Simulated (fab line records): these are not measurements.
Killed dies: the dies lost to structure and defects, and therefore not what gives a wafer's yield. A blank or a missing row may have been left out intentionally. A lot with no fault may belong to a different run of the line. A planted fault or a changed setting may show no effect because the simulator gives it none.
What tool caused it? | flow sky130 | 33 wafers from 11 lots sampled at 6 of the route's 708 steps

== WHAT THE GAUGES SHOWED, per wafer ==
SKY_SD_N_TW_MEAS_12. Usual: SD_N_TW typically reads 3981, with standard deviation 36.
lot  | measured     | on            | SD_N_TW        | flag
L847 | day 29 11:17 | film-metro-01 | 3912 3926 3888 |
L848 | day 29 20:42 | film-metro-01 | 3937 3942 3951 |
L849 | day 29 21:28 | film-metro-04 | 4029 4022 4022 |
L852 | day 31 00:46 | film-metro-03 | 4026 4025 4020 |
L859 | day 33 13:55 | film-metro-01 | 3964 3931 3958 |
L860 | day 33 16:04 | film-metro-01 | 3943 3955 3949 |
L861 | day 34 09:51 | film-metro-04 | 4012 4016 4003 |
L863 | day 34 11:29 | film-metro-03 | 3998 3984 4009 |
L864 | day 34 13:52 | film-metro-01 | 3958 3961 3957 |
L865 | day 35 02:19 | film-metro-04 | 4022 4029 4028 |
L866 | day 35 09:22 | film-metro-04 | 4011 4028 4010 |

SKY_LI_CONTACT_RS_MEAS_22: the measuring method here is four-point-probe. Usual: LI_CONTACT_W_RS typically reads 0.2849 ohm/sq, with standard deviation 0.0026.
lot  | measured     | on            | LI_CONTACT_W_RS (ohm/sq) | flag
L847 | day 30 17:35 | film-metro-04 | 0.2910 0.2860 0.2827     |
L848 | day 31 03:02 | film-metro-03 | 0.3839 0.3842 0.3866     | OFF
L849 | day 31 02:58 | film-metro-01 | 0.2874 0.2888 0.2880     |
L852 | day 32 06:04 | film-metro-01 | 0.3817 0.3804 0.3766     | OFF
L859 | day 34 18:13 | film-metro-01 | 0.2807 0.2861 0.2817     |
L860 | day 34 21:11 | film-metro-04 | 0.2842 0.2857 0.2864     |
L861 | day 35 14:46 | film-metro-03 | 0.2861 0.2854 0.2863     |
L863 | day 35 15:49 | film-metro-01 | 0.2885 0.2870 0.2889     |
L864 | day 35 18:22 | film-metro-04 | 0.2911 0.2894 0.2862     |
L865 | day 36 05:29 | film-metro-03 | 0.2823 0.2858 0.2805     |
L866 | day 36 14:02 | film-metro-03 | 0.2837 0.2835 0.2844     |

SKY_LI_CONTACT_THK_MEAS_23: measures by xrf. Usual: LI_CONTACT_W_THK typically reads 399 nm, with standard deviation 5.8.
lot  | measured     | on            | LI_CONTACT_W_THK (nm) | flag
L847 | day 30 17:40 | film-metro-04 | 394 398 407           |
L848 | day 31 03:10 | film-metro-03 | 297 297 293           | OFF
L849 | day 31 03:05 | film-metro-01 | 396 392 392           |
L852 | day 32 06:11 | film-metro-01 | 299 300 303           | OFF
L859 | day 34 18:20 | film-metro-01 | 399 395 403           |
L860 | day 34 21:17 | film-metro-04 | 403 400 399           |
L861 | day 35 14:53 | film-metro-03 | 391 391 389           |
L863 | day 35 15:55 | film-metro-01 | 391 392 391           |
L864 | day 35 18:29 | film-metro-04 | 392 395 398           |
L865 | day 36 05:36 | film-metro-03 | 400 397 402           |
L866 | day 36 14:10 | film-metro-03 | 398 396 396           |

== EACH LOT AND THE TOOL THAT RAN IT (in order: tool; ch and the chambers of the sampled wafers; start) ==
lot  | SKY_SD_N_RTA_14                  | SKY_LI_CONTACT_ETCH_15             | SKY_LI_CONTACT_CVD_21
L847 | rtp-anneal-02 ch 0, day 29 11:24 | rie-diel-01 ch 0,1,2, day 30 16:53 | cvd-w-01 ch 0,1, day 30 17:26
L848 | rtp-anneal-02 ch 0, day 29 20:49 | rie-diel-04 ch 1,2,3, day 31 02:11 | cvd-w-01 ch 0,1, day 31 02:55
L849 | rtp-anneal-01 ch 0, day 29 21:34 | rie-diel-03 ch 1,2,3, day 31 02:18 | cvd-w-02 ch 0,1, day 31 02:50
L852 | rtp-anneal-02 ch 0, day 31 00:56 | rie-diel-01 ch 1,2, day 32 05:15   | cvd-w-01 ch 0,1, day 32 05:56
L859 | rtp-anneal-01 ch 0, day 33 14:02 | rie-diel-01 ch 1,2, day 34 17:33   | cvd-w-02 ch 0,1, day 34 18:05
L860 | rtp-anneal-02 ch 0, day 33 16:10 | rie-diel-01 ch 1,3, day 34 20:30   | cvd-w-01 ch 0,1, day 34 21:02
L861 | rtp-anneal-02 ch 0, day 34 09:58 | rie-diel-01 ch 0,1, day 35 14:06   | cvd-w-01 ch 0,1, day 35 14:38
L863 | rtp-anneal-01 ch 0, day 34 11:35 | rie-diel-01 ch 0,1,2, day 35 14:56 | cvd-w-01 ch 0,1, day 35 15:40
L864 | rtp-anneal-02 ch 0, day 34 13:59 | rie-diel-04 ch 1,2,3, day 35 17:42 | cvd-w-01 ch 0,1, day 35 18:14
L865 | rtp-anneal-01 ch 0, day 35 02:26 | rie-diel-04 ch 1,2,3, day 36 04:47 | cvd-w-01 ch 0,1, day 36 05:20
L866 | rtp-anneal-02 ch 0, day 35 09:28 | rie-diel-01 ch 0,2,3, day 36 13:23 | cvd-w-01 ch 0,1, day 36 13:55
- SKY_SD_N_RTA_14: time 2 s.
- SKY_LI_CONTACT_ETCH_15: etches PSG in C4F8/O2/Ar, stops on Si, target depth 600 nm.
- SKY_LI_CONTACT_CVD_21: deposits W, target thk 400 nm, time 120.56 s.

== WHAT THE TOOLS THEMSELVES READ (means of the sampled wafers that have a number; where no wafer has one, the mark that the record gives instead) ==
SKY_SD_N_RTA_14. Usual: lamp-power-pct 15.73 %, standard deviation 0.056; wafer_temp_C_max 1078.1, standard deviation 1.3.
lot  | tool          | lamp-power-pct (%) | wafer_temp_C_max | flag
L847 | rtp-anneal-02 | 15.75              | 1077.8           |
L848 | rtp-anneal-02 | 15.69              | 1078.9           |
L849 | rtp-anneal-01 | 15.73              | 1077.8           |
L852 | rtp-anneal-02 | 15.78              | 1078.0           |
L859 | rtp-anneal-01 | 15.76              | 1077.8           |
L860 | rtp-anneal-02 | 15.75              | 1076.8           |
L861 | rtp-anneal-02 | 15.70              | 1077.8           |
L863 | rtp-anneal-01 | 15.73              | 1077.2           |
L864 | rtp-anneal-02 | 15.72              | 1078.3           |
L865 | rtp-anneal-01 | 15.68              | 1077.8           |
L866 | rtp-anneal-02 | 15.72              | 1079.0           |

SKY_LI_CONTACT_ETCH_15. Usual: oes-product-au 0.837 a.u., standard deviation 0.0042.
lot  | tool        | oes-product-au (a.u.) | flag
L847 | rie-diel-01 | 0.834                 |
L848 | rie-diel-04 | 0.836                 |
L849 | rie-diel-03 | 0.839                 |
L852 | rie-diel-01 | 0.836                 |
L859 | rie-diel-01 | 0.835                 |
L860 | rie-diel-01 | 0.839                 |
L861 | rie-diel-01 | 0.835                 |
L863 | rie-diel-01 | 0.833                 |
L864 | rie-diel-04 | 0.834                 |
L865 | rie-diel-04 | 0.839                 |
L866 | rie-diel-01 | 0.840                 |

SKY_LI_CONTACT_CVD_21. Usual: heater-power-w 910 W, standard deviation 75; susceptor-temp-C 399.97 C, standard deviation 0.25.
lot  | tool     | heater-power-w (W) | susceptor-temp-C (C) | flag
L847 | cvd-w-01 | 826                | 400.02               |
L848 | cvd-w-01 | 779                | 383.78               | OFF
L849 | cvd-w-02 | 977                | 399.98               |
L852 | cvd-w-01 | 763                | 384.32               | OFF
L859 | cvd-w-02 | 960                | 399.89               |
L860 | cvd-w-01 | 839                | 399.97               |
L861 | cvd-w-01 | 841                | 400.17               |
L863 | cvd-w-01 | 857                | 400.07               |
L864 | cvd-w-01 | 845                | 399.88               |
L865 | cvd-w-01 | 859                | 399.80               |
L866 | cvd-w-01 | 841                | 400.01               |

== THE ANSWER, worked out from the rows above alone ==
Rule: a lot counts as off when the mean over its wafers that have a number is more than 3 standard deviations away from the usual mean. Also off: a lot with no number at a reading for which 4 or more lots have one. The other lots that the step has rows for count as sound. The gauges are gone through in route order, then the tools' own readings, and for those a lot's mean is taken as printed above. At the first step where some lot is off, the reading lying furthest off is the one used; lots without a number count as furthest.
Off: L848, L852, at SKY_LI_CONTACT_RS_MEAS_22 (LI_CONTACT_W_RS).
If a tool, at a process step before that reading, ran all the lots that are off and no sound lot after the first of them, it fits. Not tried: the gauges at SKY_LI_CONTACT_RS_MEAS_22; whatever is off there is also off at SKY_LI_CONTACT_CVD_21, on other tools, and gauge error can't account for it. No candidate that was tried fits.

== WHAT WAS PUT IN BY THE SIMULATOR ==
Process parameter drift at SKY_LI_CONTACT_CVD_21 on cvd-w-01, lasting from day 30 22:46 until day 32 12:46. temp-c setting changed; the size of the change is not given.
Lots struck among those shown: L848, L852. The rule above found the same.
